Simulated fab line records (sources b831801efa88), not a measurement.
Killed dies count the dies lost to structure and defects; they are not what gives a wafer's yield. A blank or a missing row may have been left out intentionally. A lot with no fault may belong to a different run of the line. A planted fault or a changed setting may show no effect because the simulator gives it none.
A struck lot beside a sound one | flow sky130 | 22 steps out of a route of 708
Sound: wafers L763.1, L763.2, L763.3. Struck: wafer L776.6; the same lot's L776.5 was not struck, so it is left out; see the end for the cause.
Each step with rows lists, per side, the tool, then ch with its chambers, then its first start. Under that, the readings that differ: sound wafers | struck wafers | difference of the means | sigmas: that difference in standard deviations of wafers without a fault.
alike: readings with means less than 2 such deviations apart, plus words and numbers identical on both sides. not compared: withheld readings, readings lacking a value on some wafer, bounds such as >300 that could conceal the same value, and numbers that have no deviation in the record and whose values overlap.
The two part at a step that has a row with sigmas, a row that says differs or no value, or rows on one side only. When numbers do not overlap yet have no deviation, they are printed without sigmas and do not part them. A reading missing from all wafers of one side parts the sides only when that side holds two or more wafers.

SKY_METAL4_ETCH_17: etches SiO2 in C4F8/O2/Ar, stops on TiN, time 3.9 s, target depth 15 nm.
  sound on rieDiel-04 ch 0,1,2, day 42 04:48; struck on rieDiel-02 ch 0, day 45 21:04
  alike: biasW, oesProductAu
  not compared: rfHoursCounterH
SKY_METAL4_METAL_ETCH_18: etches the open film in Cl2/BCl3, stops on SiO2, target depth 845 nm, time 183.1 s.
  sound on rieMetal-04 ch 0,1, day 42 04:49; struck on rieMetal-04 ch 1, day 45 21:11
  alike: bcl3FlowSccm, biasW, drypumpMotorCurrentA, oesProductAu, throttleValvePct
  not compared: rfHoursCounterH
SKY_METAL4_STRIP_19: strips in O2/N2.
  sound on plasmaAsher-03 ch 0,1, day 42 05:00; struck on plasmaAsher-01 ch 1, day 45 21:19
reading           | sound          | struck | difference | sigmas
o2FlowSccm (sccm) | 3004 3019 3000 | 2983   | -25        | -3
  alike: drypumpMotorCurrentA, oesProductAu, stripTimeToEndpointS
  not compared: rfHoursCounterH
then, 4 steps without rows for these wafers: SKY_METAL4_STRIP_20 (strips in post etch residue remover, time 1200 s); SKY_METAL4_CLEAN_21 (cleans in IPA, time 180 s); SKY_METAL4_CLEAN_22 (cleans in O3/DIW); SKY_VIA4_HDPCVD_00 (deposits SiO2, target thk 1750 nm, time 291.7 s).
SKY_VIA4_THK_MEAS_01:
  sound on filmMetro-01, day 42 05:47; struck on filmMetro-04, day 45 22:05
  alike: VIA4_HDPCVD_THK
SKY_VIA4_CMP_02: polishes SiO2.
  sound on cmp-01 ch 1,2,3, day 42 05:54; struck on cmp-01 ch 2, day 45 22:18
  alike: motorCurrentA, slurryFlowMlMin
SKY_VIA4_BOW_MEAS_03:
  sound on filmMetro-04, day 42 06:12; struck on filmMetro-01, day 45 22:29
  alike: VIA4_BOW
then, 2 steps without rows for these wafers: SKY_VIA4_DEHYDRATE_04 (time 60 s); SKY_VIA4_HMDS_05 (prime time 60 s).
SKY_VIA4_COAT_06: resist thk 1140 nm.
  sound on lithoTrack-01 ch 0, day 42 17:40; struck on lithoTrack-02 ch 0, day 46 08:35
reading                                  | sound          | struck | difference | sigmas
model.NOVOLAK_of_VIA4_COAT_06.thkNm (nm) | 1147 1145 1145 | 1092   | -54        | 
then, 4 steps without rows for these wafers: SKY_VIA4_SOFTBAKE_07 (time 60 s); SKY_VIA4_EXPOSE_08 (exposes mask VIM4, target cd 800 nm); SKY_VIA4_PEB_09; SKY_VIA4_DEVELOP_10 (develop time 60 s).
SKY_VIA4_OVL_MEAS_11:
  sound on overlay-02, day 43 05:17; struck on overlay-01, day 46 19:05
  alike: VIA4_OVL
SKY_VIA4_ETCH_12: etches SiO2 in C4F8/O2/Ar, stops on TiN, target depth 580 nm.
  sound on rieDiel-01 ch 0,1,3, day 43 05:19; struck on rieDiel-04 ch 1, day 46 19:08
reading                                  | sound             | struck | difference | sigmas
oesProductAu (a.u.)                      | 0.918 0.928 0.935 | 0.937  | +0.010     | +2
model.NOVOLAK_of_VIA4_COAT_06.thkNm (nm) | 1019 1012 1010    | 964.5  | -49.2      | 
model.VIA4.cdNm (nm)                     | 800.6 801.6 799.5 | 804.3  | +3.7       | 
  alike: biasW
SKY_VIA4_STRIP_13: strips in O2/N2.
  sound on plasmaAsher-02 ch 0,1, day 43 05:23; struck on plasmaAsher-02 ch 0, day 46 19:14
reading                  | sound             | struck | difference | sigmas
stripTimeToEndpointS (s) | 12.88 12.80 12.78 | 12.34  | -0.48      | -11
  alike: drypumpMotorCurrentA, o2FlowSccm, oesProductAu
  not compared: rfHoursCounterH
then, 1 step without rows for these wafers: SKY_VIA4_STRIP_14 (strips in post etch residue remover, time 1200 s).
-- the record jumps here: 3 days lie between the struck wafers' starts before and after (it left off in module VIA4 and takes up again in module PAD_OPEN, whose first step shown is number 708 of the route) --
SKY_PAD_OPEN_PROBE_99:
  sound on prober-02, day 46 03:38; struck on prober-01, day 49 09:19
reading                  | sound       | struck                  | difference                   | sigmas
hold                     | - - -       | awaitDispo/2.5h/release | no value on the sound wafers | 
killedAtFrontEnd         | 19 15 16    | 9                       | -8                           | -2
sort_bin_3_pad_short (%) | 0.4 0.6 1.2 | 1.8                     | +1.1                         | +3
  alike: defectLimitedYield, killed_at_M0_to_M3, killed_at_M4_up, killedAtContacts, killedAtOther, killedDies, killedOpen, killedShort, sort_bin_5_function, sort_bin_6_memory, sortNPass, sortYieldPct

== WHERE THEY PART ==
Earliest at SKY_METAL4_STRIP_19; latest, in this record, at SKY_PAD_OPEN_PROBE_99.

WHY: what had been put in by the simulator
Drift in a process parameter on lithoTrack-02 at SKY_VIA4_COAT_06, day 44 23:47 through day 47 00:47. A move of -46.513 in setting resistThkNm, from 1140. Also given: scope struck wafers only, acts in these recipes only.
